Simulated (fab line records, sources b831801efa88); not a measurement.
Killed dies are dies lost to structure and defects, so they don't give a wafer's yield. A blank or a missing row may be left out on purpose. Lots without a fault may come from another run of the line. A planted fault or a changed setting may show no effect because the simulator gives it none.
Which tool did it? | flow sky130 | 12 lots, 36 wafers sampled, at 1 step of a route of 708

WHAT THE GAUGES READ, wafer by wafer
SKY_NWELL_OVL_MEAS_10.
lot  | measured    | on         | NWELL_00_OVL (nm)
L075 | day 5 01:08 | overlay-02 | 0.0 -0.3 -1.1
L077 | day 5 06:49 | overlay-02 | 0.3 1.1 0.2
L079 | day 5 21:02 | overlay-01 | -0.7 -0.5 -1.2
L081 | day 6 05:08 | overlay-02 | 1.7 0.8 0.8
L083 | day 6 17:40 | overlay-02 | 2.1 1.5 -0.1
L085 | day 7 04:56 | overlay-01 | 0.8 0.1 0.3
L087 | day 7 18:14 | overlay-02 | -1.6 -0.6 -2.6
L089 | day 8 03:17 | overlay-02 | -0.8 0.5 -0.9
L091 | day 8 15:13 | overlay-01 | 0.7 1.5 0.9
L093 | day 9 03:13 | overlay-01 | 0.5 -0.4 -0.8
L095 | day 9 16:41 | overlay-01 | -1.7 -0.7 0.3
L097 | day 9 23:58 | overlay-01 | -3.3 -2.4 -1.4

WHICH TOOL RAN EACH LOT (tool, then ch and the chambers of the sampled wafers, then the start)
The record holds no process step before these readings.

THE ANSWER, worked out from the rows above alone
Rule: what is usual is taken from the lots themselves. Put in order of their means at a reading, lots are off if they are a third of the lots or fewer, leave a main group of 4 or more, and stand apart from it by a gap of 3 or more times the standard deviation of the main group's means; of several such gaps the widest counts. A main group whose means are all the same, to the digits that the tables above print for the reading, isn't used. A lot without any number at a reading at which 4 lots or more have one is off too. The other lots that the step has rows for count as sound.
No lot is off at any reading shown: from this, nothing can be told.

WHAT THE SIMULATOR HAD PUT IN
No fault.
